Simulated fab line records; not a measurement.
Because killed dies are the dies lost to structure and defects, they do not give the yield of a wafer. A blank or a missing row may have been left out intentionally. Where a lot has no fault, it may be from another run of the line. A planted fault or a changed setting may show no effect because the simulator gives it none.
Which of the tools did it? :: flow gf180mcu :: Sampling: 13 lots, 39 wafers, 6 of 602 route steps

== WHAT EACH GAUGE READ, for each wafer ==
GF_VT_IMPLANT_RS_MEAS_48: measures by four-point-probe.
lot: L308
measured: day 7 14:32
on: filmMetro-03
LVPWELL_RS (ohm/sq): 1200 1200 1199

lot: L309
measured: day 7 18:43
on: filmMetro-04
LVPWELL_RS (ohm/sq): 1196 1194 1199

lot: L312
measured: day 8 17:44
on: filmMetro-04
LVPWELL_RS (ohm/sq): 1192 1191 1192

lot: L313
measured: day 9 00:50
on: filmMetro-04
LVPWELL_RS (ohm/sq): 1195 1200 1198

lot: L315
measured: day 9 13:55
on: filmMetro-03
LVPWELL_RS (ohm/sq): 1197 1198 1197

lot: L316
measured: day 9 20:11
on: filmMetro-04
LVPWELL_RS (ohm/sq): 1195 1193 1195

lot: L318
measured: day 10 12:17
on: filmMetro-01
LVPWELL_RS (ohm/sq): 1197 1199 1200

lot: L322
measured: day 11 12:26
on: filmMetro-01
LVPWELL_RS (ohm/sq): 1200 1200 1201

lot: L324
measured: day 12 01:29
on: filmMetro-01
LVPWELL_RS (ohm/sq): 1199 1198 1197

lot: L325
measured: day 12 07:28
on: filmMetro-01
LVPWELL_RS (ohm/sq): 1200 1200 1199

lot: L327
measured: day 12 21:15
on: filmMetro-04
LVPWELL_RS (ohm/sq): 1192 1195 1194

lot: L329
measured: day 13 10:25
on: filmMetro-04
LVPWELL_RS (ohm/sq): 1202 1199 1204

lot: L330
measured: day 13 17:13
on: filmMetro-04
LVPWELL_RS (ohm/sq): 1194 1193 1192

GF_POLY_GATE_OVL_MEAS_11.
lot: L308
measured: day 9 04:53
on: overlay-01
POLY_GATE_OVL (nm): -4 0 1

lot: L309
measured: day 9 10:06
on: overlay-02
POLY_GATE_OVL (nm): 2 8 7

lot: L312
measured: day 10 09:26
on: overlay-02
POLY_GATE_OVL (nm): -8 -1 -11

lot: L313
measured: day 10 17:03
on: overlay-02
POLY_GATE_OVL (nm): 2 -7 -9

lot: L315
measured: day 11 08:11
on: overlay-01
POLY_GATE_OVL (nm): -1 4 -4

lot: L316
measured: day 11 13:58
on: overlay-01
POLY_GATE_OVL (nm): -6 -5 -5

lot: L318
measured: day 12 07:20
on: overlay-02
POLY_GATE_OVL (nm): 4 7 4

lot: L322
measured: day 13 09:09
on: overlay-01
POLY_GATE_OVL (nm): 7 6 10

lot: L324
measured: day 14 01:48
on: overlay-02
POLY_GATE_OVL (nm): 3 -12 -7

lot: L325
measured: day 14 04:52
on: overlay-01
POLY_GATE_OVL (nm): 1 6 3

lot: L327
measured: day 14 20:21
on: overlay-01
POLY_GATE_OVL (nm): 10 13 5

lot: L329
measured: day 15 10:25
on: overlay-02
POLY_GATE_OVL (nm): 3 0 -3

lot: L330
measured: day 15 17:04
on: overlay-02
POLY_GATE_OVL (nm): 3 7 3

GF_HV_LDD_TW_MEAS_38.
lot: L308
measured: day 11 14:52
on: filmMetro-04
HV_LDD_3_TW: 1442 1442 1446

lot: L309
measured: day 11 19:55
on: filmMetro-01
HV_LDD_3_TW: 1460 1454 1462

lot: L312
measured: day 12 20:24
on: filmMetro-04
HV_LDD_3_TW: 1443 1442 1444

lot: L313
measured: day 13 05:55
on: filmMetro-04
HV_LDD_3_TW: 1453 1448 1447

lot: L315
measured: day 13 23:35
on: filmMetro-01
HV_LDD_3_TW: 1452 1455 1451

lot: L316
measured: day 14 02:57
on: filmMetro-04
HV_LDD_3_TW: 1450 1450 1445

lot: L318
measured: day 14 23:28
on: filmMetro-04
HV_LDD_3_TW: 1446 1447 1449

lot: L322
measured: day 16 03:08
on: filmMetro-01
HV_LDD_3_TW: 1449 1455 1455

lot: L324
measured: day 16 21:03
on: filmMetro-04
HV_LDD_3_TW: 1447 1449 1448

lot: L325
measured: day 17 02:09
on: filmMetro-04
HV_LDD_3_TW: 1565 1570 1565

lot: L327
measured: day 17 17:19
on: filmMetro-03
HV_LDD_3_TW: 1547 1553 1550

lot: L329
measured: day 18 09:06
on: filmMetro-04
HV_LDD_3_TW: 1450 1448 1445

lot: L330
measured: day 18 17:08
on: filmMetro-03
HV_LDD_3_TW: 1439 1449 1440

GF_HV_LDD_RS_MEAS_53: measures by four-point-probe.
lot: L308
measured: day 12 09:59
on: filmMetro-04
HV_LDD_RS (ohm/sq): 418.8 418.1 417.9

lot: L309
measured: day 12 15:15
on: filmMetro-03
HV_LDD_RS (ohm/sq): 419.3 419.8 420.4

lot: L312
measured: day 13 16:41
on: filmMetro-03
HV_LDD_RS (ohm/sq): 419.8 419.0 419.5

lot: L313
measured: day 14 02:23
on: filmMetro-01
HV_LDD_RS (ohm/sq): 416.9 418.4 419.2

lot: L315
measured: day 14 20:19
on: filmMetro-03
HV_LDD_RS (ohm/sq): 419.7 419.3 419.6

lot: L316
measured: day 15 00:02
on: filmMetro-03
HV_LDD_RS (ohm/sq): 419.6 420.0 419.7

lot: L318
measured: day 15 21:04
on: filmMetro-03
HV_LDD_RS (ohm/sq): 418.7 419.4 419.5

lot: L322
measured: day 17 01:31
on: filmMetro-03
HV_LDD_RS (ohm/sq): 420.6 419.5 419.5

lot: L324
measured: day 17 20:42
on: filmMetro-03
HV_LDD_RS (ohm/sq): 418.2 418.6 419.1

lot: L325
measured: day 18 02:08
on: filmMetro-01
HV_LDD_RS (ohm/sq): 399.3 399.4 398.6

lot: L327
measured: day 18 17:11
on: filmMetro-04
HV_LDD_RS (ohm/sq): 400.3 400.4 400.0

lot: L329
measured: day 19 09:35
on: filmMetro-04
HV_LDD_RS (ohm/sq): 420.4 419.8 419.6

lot: L330
measured: day 19 17:45
on: filmMetro-01
HV_LDD_RS (ohm/sq): 420.9 420.3 419.7

== WHAT TOOL EACH LOT RAN ON (gives the tool, then ch and the chambers of the sampled wafers, and finally the start) ==
lot: L308
GF_HV_LDD_STRIP_22: plasmaAsher-01 ch 0,1, day 10 19:40
GF_HV_LDD_IMPLANT_36: implanter-01 ch 0, day 11 14:37

lot: L309
GF_HV_LDD_STRIP_22: plasmaAsher-01 ch 0,1, day 11 00:19
GF_HV_LDD_IMPLANT_36: implanter-04 ch 0, day 11 19:41

lot: L312
GF_HV_LDD_STRIP_22: plasmaAsher-04 ch 0,1, day 12 00:22
GF_HV_LDD_IMPLANT_36: implanter-04 ch 0, day 12 20:09

lot: L313
GF_HV_LDD_STRIP_22: plasmaAsher-02 ch 0,1, day 12 09:10
GF_HV_LDD_IMPLANT_36: implanter-02 ch 0, day 13 05:40

lot: L315
GF_HV_LDD_STRIP_22: plasmaAsher-02 ch 0,1, day 13 02:33
GF_HV_LDD_IMPLANT_36: implanter-02 ch 0, day 13 23:20

lot: L316
GF_HV_LDD_STRIP_22: plasmaAsher-04 ch 0,1, day 13 06:04
GF_HV_LDD_IMPLANT_36: implanter-04 ch 0, day 14 02:42

lot: L318
GF_HV_LDD_STRIP_22: plasmaAsher-02 ch 0,1, day 14 01:41
GF_HV_LDD_IMPLANT_36: implanter-01 ch 0, day 14 23:15

lot: L322
GF_HV_LDD_STRIP_22: plasmaAsher-04 ch 0,1, day 15 04:02
GF_HV_LDD_IMPLANT_36: implanter-01 ch 0, day 16 02:56

lot: L324
GF_HV_LDD_STRIP_22: plasmaAsher-01 ch 0,1, day 15 21:57
GF_HV_LDD_IMPLANT_36: implanter-04 ch 0, day 16 20:48

lot: L325
GF_HV_LDD_STRIP_22: plasmaAsher-01 ch 0,1, day 16 03:08
GF_HV_LDD_IMPLANT_36: implanter-01 ch 0, day 17 01:38

lot: L327
GF_HV_LDD_STRIP_22: plasmaAsher-04 ch 0, day 16 17:30
GF_HV_LDD_IMPLANT_36: implanter-04 ch 0, day 17 16:45

lot: L329
GF_HV_LDD_STRIP_22: plasmaAsher-04 ch 0,1, day 17 08:57
GF_HV_LDD_IMPLANT_36: implanter-01 ch 0, day 18 08:51

lot: L330
GF_HV_LDD_STRIP_22: plasmaAsher-04 ch 1, day 17 16:09
GF_HV_LDD_IMPLANT_36: implanter-04 ch 0, day 18 16:50
- GF_HV_LDD_STRIP_22: strips in O2/N2.
- GF_HV_LDD_IMPLANT_36

== AS READ BY THE TOOLS THEMSELVES (means over the sampled wafers that have a number; for cases with no such wafer, the mark the record gives instead) ==
GF_HV_LDD_STRIP_22.
lot: L308
tool: plasmaAsher-01
drypumpMotorCurrentA (A): 6.1
heaterPowerW (W): 306
oesProductAu (a.u.): 0.717
stripTimeToEndpointS (s): 12.63

lot: L309
tool: plasmaAsher-01
drypumpMotorCurrentA (A): 6.1
heaterPowerW (W): 320
oesProductAu (a.u.): 0.717
stripTimeToEndpointS (s): 12.60

lot: L312
tool: plasmaAsher-04
drypumpMotorCurrentA (A): 5.2
heaterPowerW (W): 295
oesProductAu (a.u.): 0.713
stripTimeToEndpointS (s): 12.57

lot: L313
tool: plasmaAsher-02
drypumpMotorCurrentA (A): 5.0
heaterPowerW (W): 308
oesProductAu (a.u.): 0.716
stripTimeToEndpointS (s): 12.67

lot: L315
tool: plasmaAsher-02
drypumpMotorCurrentA (A): 5.2
heaterPowerW (W): 301
oesProductAu (a.u.): 0.720
stripTimeToEndpointS (s): 12.63

lot: L316
tool: plasmaAsher-04
drypumpMotorCurrentA (A): 5.2
heaterPowerW (W): 283
oesProductAu (a.u.): 0.717
stripTimeToEndpointS (s): 12.63

lot: L318
tool: plasmaAsher-02
drypumpMotorCurrentA (A): 5.0
heaterPowerW (W): 305
oesProductAu (a.u.): 0.712
stripTimeToEndpointS (s): 12.58

lot: L322
tool: plasmaAsher-04
drypumpMotorCurrentA (A): 5.2
heaterPowerW (W): 287
oesProductAu (a.u.): 0.718
stripTimeToEndpointS (s): 12.63

lot: L324
tool: plasmaAsher-01
drypumpMotorCurrentA (A): 6.1
heaterPowerW (W): 310
oesProductAu (a.u.): 0.716
stripTimeToEndpointS (s): 12.64

lot: L325
tool: plasmaAsher-01
drypumpMotorCurrentA (A): 6.1
heaterPowerW (W): 307
oesProductAu (a.u.): 0.712
stripTimeToEndpointS (s): 12.71

lot: L327
tool: plasmaAsher-04
drypumpMotorCurrentA (A): 5.7
heaterPowerW (W): 309
oesProductAu (a.u.): 0.717
stripTimeToEndpointS (s): 12.59

lot: L329
tool: plasmaAsher-04
drypumpMotorCurrentA (A): 5.3
heaterPowerW (W): 293
oesProductAu (a.u.): 0.715
stripTimeToEndpointS (s): 12.67

lot: L330
tool: plasmaAsher-04
drypumpMotorCurrentA (A): 5.0
heaterPowerW (W): 283
oesProductAu (a.u.): 0.719
stripTimeToEndpointS (s): 12.66

GF_HV_LDD_IMPLANT_36.
lot: L308
tool: implanter-01
faradayCurrentUA: 41.8

lot: L309
tool: implanter-04
faradayCurrentUA: 42.8

lot: L312
tool: implanter-04
faradayCurrentUA: 42.7

lot: L313
tool: implanter-02
faradayCurrentUA: 42.3

lot: L315
tool: implanter-02
faradayCurrentUA: 42.9

lot: L316
tool: implanter-04
faradayCurrentUA: 42.5

lot: L318
tool: implanter-01
faradayCurrentUA: 42.3

lot: L322
tool: implanter-01
faradayCurrentUA: 42.6

lot: L324
tool: implanter-04
faradayCurrentUA: 42.6

lot: L325
tool: implanter-01
faradayCurrentUA: 42.3

lot: L327
tool: implanter-04
faradayCurrentUA: 42.4

lot: L329
tool: implanter-01
faradayCurrentUA: 41.8

lot: L330
tool: implanter-04
faradayCurrentUA: 42.5

== THE ANSWER, worked out from the rows above alone ==
Rule: what is usual is taken from the lots themselves. The widest of any qualifying gaps counts: lots, ordered by their means at a reading, are off when they make up no more than a third of the lots, leave a main group of 4 or more, and stand apart from it by 3 or more times the standard deviation of that group's means. Not used: any main group whose means are identical at the precision the tables above print for the reading. A lot without any number at a reading at which 4 lots or more have one is off too. The other lots that the step has rows for count as sound. Order of review: gauges by route order, followed by the tools' own readings, for which a lot's mean as printed above is used. At the first step where some lot is off, the reading lying furthest off is the one used; lots without a number count as furthest.
Off: L325, L327, at GF_HV_LDD_TW_MEAS_38 (HV_LDD_3_TW). The main group: mean 1449, standard deviation 4.6.
If a tool, at a process step before that reading, ran all the lots that are off and no sound lot after the first of them, it fits. The gauges at GF_HV_LDD_TW_MEAS_38 are tried like those tools. No candidate that was tried fits.

== WHAT THE SIMULATOR HAD PUT IN ==
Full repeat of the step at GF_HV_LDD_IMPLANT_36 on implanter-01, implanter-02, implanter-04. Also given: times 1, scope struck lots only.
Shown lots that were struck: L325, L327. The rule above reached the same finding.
